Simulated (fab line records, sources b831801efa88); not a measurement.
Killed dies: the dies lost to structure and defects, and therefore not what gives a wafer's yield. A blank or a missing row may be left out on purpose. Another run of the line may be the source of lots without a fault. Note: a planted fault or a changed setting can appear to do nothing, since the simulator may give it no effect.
The tool behind it: which one? || flow gf180mcu || 13 lots, 39 wafers sampled, at 5 steps of a route of 602

== WHAT THE GAUGES SHOWED, per wafer ==
GF_VT_IMPLANT_TW_MEAS_43. Usual: VT_IMPLANT_4_TW typically reads 690, with standard deviation 5.9.
{"lot": "L627", "measured": "day 7 21:20", "on": "film metro-02", "VT_IMPLANT_4_TW": "703 701 696", "flag": ""}
{"lot": "L629", "measured": "day 8 10:26", "on": "film metro-01", "VT_IMPLANT_4_TW": "683 682 683", "flag": ""}
{"lot": "L630", "measured": "day 8 18:47", "on": "film metro-02", "VT_IMPLANT_4_TW": "696 695 693", "flag": ""}
{"lot": "L631", "measured": "day 8 22:10", "on": "film metro-04", "VT_IMPLANT_4_TW": "695 692 688", "flag": ""}
{"lot": "L632", "measured": "day 9 06:05", "on": "film metro-02", "VT_IMPLANT_4_TW": "690 694 694", "flag": ""}
{"lot": "L633", "measured": "day 9 10:14", "on": "film metro-02", "VT_IMPLANT_4_TW": "692 691 690", "flag": ""}
{"lot": "L640", "measured": "day 11 09:17", "on": "film metro-04", "VT_IMPLANT_4_TW": "685 686 687", "flag": ""}
{"lot": "L642", "measured": "day 12 06:10", "on": "film metro-04", "VT_IMPLANT_4_TW": "690 690 689", "flag": ""}
{"lot": "L643", "measured": "day 12 06:25", "on": "film metro-02", "VT_IMPLANT_4_TW": "699 694 697", "flag": ""}
{"lot": "L645", "measured": "day 12 20:34", "on": "film metro-02", "VT_IMPLANT_4_TW": "696 700 696", "flag": ""}
{"lot": "L646", "measured": "day 13 04:58", "on": "film metro-04", "VT_IMPLANT_4_TW": "687 692 685", "flag": ""}
{"lot": "L647", "measured": "day 13 12:37", "on": "film metro-01", "VT_IMPLANT_4_TW": "680 680 684", "flag": ""}
{"lot": "L649", "measured": "day 14 01:19", "on": "film metro-02", "VT_IMPLANT_4_TW": "697 696 699", "flag": ""}

GF_HV_LDD_TW_MEAS_23. Usual: HV_LDD_2_TW typically reads 1050, with standard deviation 6.4.
{"lot": "L627", "measured": "day 11 04:25", "on": "film metro-04", "HV_LDD_2_TW": "1055 1050 1059", "flag": ""}
{"lot": "L629", "measured": "day 11 16:49", "on": "film metro-01", "HV_LDD_2_TW": "1045 1045 1043", "flag": ""}
{"lot": "L630", "measured": "day 12 05:25", "on": "film metro-03", "HV_LDD_2_TW": "1048 1058 1051", "flag": ""}
{"lot": "L631", "measured": "day 12 07:51", "on": "film metro-03", "HV_LDD_2_TW": "1057 1060 1055", "flag": ""}
{"lot": "L632", "measured": "day 12 17:04", "on": "film metro-01", "HV_LDD_2_TW": "1042 1036 1037", "flag": ""}
{"lot": "L633", "measured": "day 12 19:48", "on": "film metro-03", "HV_LDD_2_TW": "1059 1054 1055", "flag": ""}
{"lot": "L640", "measured": "day 15 05:02", "on": "film metro-01", "HV_LDD_2_TW": "1301 1300 1299", "flag": "OFF"}
{"lot": "L642", "measured": "day 16 02:08", "on": "film metro-01", "HV_LDD_2_TW": "1302 1300 1309", "flag": "OFF"}
{"lot": "L643", "measured": "day 16 03:34", "on": "film metro-04", "HV_LDD_2_TW": "1052 1059 1052", "flag": ""}
{"lot": "L645", "measured": "day 16 18:20", "on": "film metro-04", "HV_LDD_2_TW": "1055 1053 1059", "flag": ""}
{"lot": "L646", "measured": "day 17 02:56", "on": "film metro-04", "HV_LDD_2_TW": "1054 1055 1055", "flag": ""}
{"lot": "L647", "measured": "day 17 12:20", "on": "film metro-01", "HV_LDD_2_TW": "1034 1043 1048", "flag": ""}
{"lot": "L649", "measured": "day 18 02:48", "on": "film metro-01", "HV_LDD_2_TW": "1050 1048 1048", "flag": ""}

GF_HV_LDD_THK_MEAS_55. Usual: HV_LDD_CVD_54_THK typically reads 10.04 nm, with standard deviation 0.13.
{"lot": "L627", "measured": "day 12 20:36", "on": "film metro-03", "HV_LDD_CVD_54_THK (nm)": "10.10 10.10 10.17", "flag": ""}
{"lot": "L629", "measured": "day 13 10:22", "on": "film metro-04", "HV_LDD_CVD_54_THK (nm)": "9.78 9.75 9.76", "flag": ""}
{"lot": "L630", "measured": "day 13 22:50", "on": "film metro-01", "HV_LDD_CVD_54_THK (nm)": "9.95 9.90 10.05", "flag": ""}
{"lot": "L631", "measured": "day 14 04:44", "on": "film metro-03", "HV_LDD_CVD_54_THK (nm)": "9.87 9.92 9.98", "flag": ""}
{"lot": "L632", "measured": "day 14 12:20", "on": "film metro-04", "HV_LDD_CVD_54_THK (nm)": "10.27 10.21 10.25", "flag": ""}
{"lot": "L633", "measured": "day 14 14:56", "on": "film metro-01", "HV_LDD_CVD_54_THK (nm)": "10.24 10.26 10.16", "flag": ""}
{"lot": "L640", "measured": "day 17 11:27", "on": "film metro-03", "HV_LDD_CVD_54_THK (nm)": "9.79 9.83 9.76", "flag": ""}
{"lot": "L642", "measured": "day 18 01:45", "on": "film metro-01", "HV_LDD_CVD_54_THK (nm)": "10.08 10.20 10.17", "flag": ""}
{"lot": "L643", "measured": "day 18 04:11", "on": "film metro-04", "HV_LDD_CVD_54_THK (nm)": "10.04 10.14 10.02", "flag": ""}
{"lot": "L645", "measured": "day 18 19:36", "on": "film metro-01", "HV_LDD_CVD_54_THK (nm)": "10.26 10.21 10.15", "flag": ""}
{"lot": "L646", "measured": "day 19 05:11", "on": "film metro-03", "HV_LDD_CVD_54_THK (nm)": "10.14 10.13 10.10", "flag": ""}
{"lot": "L647", "measured": "day 19 14:46", "on": "film metro-04", "HV_LDD_CVD_54_THK (nm)": "10.06 9.95 9.91", "flag": ""}
{"lot": "L649", "measured": "day 20 04:34", "on": "film metro-04", "HV_LDD_CVD_54_THK (nm)": "10.00 9.99 10.12", "flag": ""}

== TOOL THAT RAN EACH LOT (tool first, then ch and the chambers of the sampled wafers, then the start) ==
{"lot": "L627", "GF_HV_LDD_IMPLANT_21": "implanter-04 ch 0, day 11 04:11", "GF_HV_LDD_STRIP_37": "plasma asher-04 ch 0,1, day 11 23:31"}
{"lot": "L629", "GF_HV_LDD_IMPLANT_21": "implanter-01 ch 0, day 11 16:35", "GF_HV_LDD_STRIP_37": "plasma asher-03 ch 0, day 12 13:12"}
{"lot": "L630", "GF_HV_LDD_IMPLANT_21": "implanter-04 ch 0, day 12 05:12", "GF_HV_LDD_STRIP_37": "plasma asher-04 ch 0,1, day 13 01:28"}
{"lot": "L631", "GF_HV_LDD_IMPLANT_21": "implanter-01 ch 0, day 12 07:37", "GF_HV_LDD_STRIP_37": "plasma asher-01 ch 0, day 13 04:30"}
{"lot": "L632", "GF_HV_LDD_IMPLANT_21": "implanter-01 ch 0, day 12 16:50", "GF_HV_LDD_STRIP_37": "plasma asher-01 ch 0,1, day 13 14:02"}
{"lot": "L633", "GF_HV_LDD_IMPLANT_21": "implanter-01 ch 0, day 12 19:34", "GF_HV_LDD_STRIP_37": "plasma asher-01 ch 0,1, day 13 16:21"}
{"lot": "L640", "GF_HV_LDD_IMPLANT_21": "implanter-02 ch 0, day 15 04:29", "GF_HV_LDD_STRIP_37": "plasma asher-04 ch 0,1, day 16 10:36"}
{"lot": "L642", "GF_HV_LDD_IMPLANT_21": "implanter-01 ch 0, day 16 01:35", "GF_HV_LDD_STRIP_37": "plasma asher-01 ch 0,1, day 17 01:15"}
{"lot": "L643", "GF_HV_LDD_IMPLANT_21": "implanter-02 ch 0, day 16 03:19", "GF_HV_LDD_STRIP_37": "plasma asher-01 ch 0, day 17 02:31"}
{"lot": "L645", "GF_HV_LDD_IMPLANT_21": "implanter-01 ch 0, day 16 18:05", "GF_HV_LDD_STRIP_37": "plasma asher-01 ch 0,1, day 17 18:03"}
{"lot": "L646", "GF_HV_LDD_IMPLANT_21": "implanter-01 ch 0, day 17 02:41", "GF_HV_LDD_STRIP_37": "plasma asher-03 ch 0,1, day 18 03:17"}
{"lot": "L647", "GF_HV_LDD_IMPLANT_21": "implanter-01 ch 0, day 17 12:05", "GF_HV_LDD_STRIP_37": "plasma asher-03 ch 0,1, day 18 12:27"}
{"lot": "L649", "GF_HV_LDD_IMPLANT_21": "implanter-02 ch 0, day 18 02:33", "GF_HV_LDD_STRIP_37": "plasma asher-01 ch 0,1, day 19 03:14"}
- GF_HV_LDD_IMPLANT_21
- GF_HV_LDD_STRIP_37: strips in O2/N2.

== WHAT THE TOOLS THEMSELVES READ (means of the sampled wafers that have a number; where no wafer has one, the mark that the record gives instead) ==
GF_HV_LDD_IMPLANT_21. Usual: end station pressure torr reads 5.22e-06 Torr (standard deviation 2.5e-07).
{"lot": "L627", "tool": "implanter-04", "end station pressure torr (Torr)": 5.36e-06, "flag": ""}
{"lot": "L629", "tool": "implanter-01", "end station pressure torr (Torr)": 4.94e-06, "flag": ""}
{"lot": "L630", "tool": "implanter-04", "end station pressure torr (Torr)": 5.32e-06, "flag": ""}
{"lot": "L631", "tool": "implanter-01", "end station pressure torr (Torr)": 5.24e-06, "flag": ""}
{"lot": "L632", "tool": "implanter-01", "end station pressure torr (Torr)": 5.36e-06, "flag": ""}
{"lot": "L633", "tool": "implanter-01", "end station pressure torr (Torr)": 5.17e-06, "flag": ""}
{"lot": "L640", "tool": "implanter-02", "end station pressure torr (Torr)": 5.22e-06, "flag": ""}
{"lot": "L642", "tool": "implanter-01", "end station pressure torr (Torr)": 5.15e-06, "flag": ""}
{"lot": "L643", "tool": "implanter-02", "end station pressure torr (Torr)": 5.10e-06, "flag": ""}
{"lot": "L645", "tool": "implanter-01", "end station pressure torr (Torr)": 5.25e-06, "flag": ""}
{"lot": "L646", "tool": "implanter-01", "end station pressure torr (Torr)": 5.49e-06, "flag": ""}
{"lot": "L647", "tool": "implanter-01", "end station pressure torr (Torr)": 5.26e-06, "flag": ""}
{"lot": "L649", "tool": "implanter-02", "end station pressure torr (Torr)": 5.27e-06, "flag": ""}

GF_HV_LDD_STRIP_37. Usual: drypump motor current A 6.0 A, standard deviation 0.53; heater power w 322 W, standard deviation 26; oes product au 0.716 a.u., standard deviation 0.0046; strip time to endpoint s 12.65 s, standard deviation 0.033.
{"lot": "L627", "tool": "plasma asher-04", "drypump motor current A (A)": 5.7, "heater power w (W)": 338, "oes product au (a.u.)": 0.714, "strip time to endpoint s (s)": 12.66, "flag": ""}
{"lot": "L629", "tool": "plasma asher-03", "drypump motor current A (A)": 6.8, "heater power w (W)": 333, "oes product au (a.u.)": 0.719, "strip time to endpoint s (s)": 12.67, "flag": ""}
{"lot": "L630", "tool": "plasma asher-04", "drypump motor current A (A)": 5.7, "heater power w (W)": 339, "oes product au (a.u.)": 0.714, "strip time to endpoint s (s)": 12.64, "flag": ""}
{"lot": "L631", "tool": "plasma asher-01", "drypump motor current A (A)": 6.0, "heater power w (W)": 294, "oes product au (a.u.)": 0.717, "strip time to endpoint s (s)": 12.60, "flag": ""}
{"lot": "L632", "tool": "plasma asher-01", "drypump motor current A (A)": 6.2, "heater power w (W)": 320, "oes product au (a.u.)": 0.711, "strip time to endpoint s (s)": 12.70, "flag": ""}
{"lot": "L633", "tool": "plasma asher-01", "drypump motor current A (A)": 6.2, "heater power w (W)": 320, "oes product au (a.u.)": 0.717, "strip time to endpoint s (s)": 12.65, "flag": ""}
{"lot": "L640", "tool": "plasma asher-04", "drypump motor current A (A)": 5.7, "heater power w (W)": 334, "oes product au (a.u.)": 0.718, "strip time to endpoint s (s)": 12.66, "flag": ""}
{"lot": "L642", "tool": "plasma asher-01", "drypump motor current A (A)": 6.1, "heater power w (W)": 320, "oes product au (a.u.)": 0.718, "strip time to endpoint s (s)": 12.64, "flag": ""}
{"lot": "L643", "tool": "plasma asher-01", "drypump motor current A (A)": 6.1, "heater power w (W)": 296, "oes product au (a.u.)": 0.717, "strip time to endpoint s (s)": 12.69, "flag": ""}
{"lot": "L645", "tool": "plasma asher-01", "drypump motor current A (A)": 6.1, "heater power w (W)": 324, "oes product au (a.u.)": 0.717, "strip time to endpoint s (s)": 12.66, "flag": ""}
{"lot": "L646", "tool": "plasma asher-03", "drypump motor current A (A)": 5.5, "heater power w (W)": 318, "oes product au (a.u.)": 0.719, "strip time to endpoint s (s)": 12.66, "flag": ""}
{"lot": "L647", "tool": "plasma asher-03", "drypump motor current A (A)": 5.6, "heater power w (W)": 319, "oes product au (a.u.)": 0.715, "strip time to endpoint s (s)": 12.65, "flag": ""}
{"lot": "L649", "tool": "plasma asher-01", "drypump motor current A (A)": 6.1, "heater power w (W)": 306, "oes product au (a.u.)": 0.719, "strip time to endpoint s (s)": 12.70, "flag": ""}

== THE ANSWER, worked out from the rows above alone ==
Rule: a lot is off if the mean of its wafers that have a number lies more than 3 standard deviations from the usual mean. Also off: a lot with no number at a reading for which 4 or more lots have one. The other lots that the step has rows for count as sound. Order of review: gauges by route order, followed by the tools' own readings, for which a lot's mean as printed above is used. The first step at which some lot is off is used, and at that step the reading that is off furthest; a lot without a number counts as furthest.
Off: L640, L642, seen at GF_HV_LDD_TW_MEAS_23 (HV_LDD_2_TW).
A tool fits if, at a process step before that reading, it ran every lot that is off, and no sound lot after the first of them. The gauges at GF_HV_LDD_TW_MEAS_23 are tried like those tools. No candidate that was tried fits.

== WHAT THE SIMULATOR PUT IN ==
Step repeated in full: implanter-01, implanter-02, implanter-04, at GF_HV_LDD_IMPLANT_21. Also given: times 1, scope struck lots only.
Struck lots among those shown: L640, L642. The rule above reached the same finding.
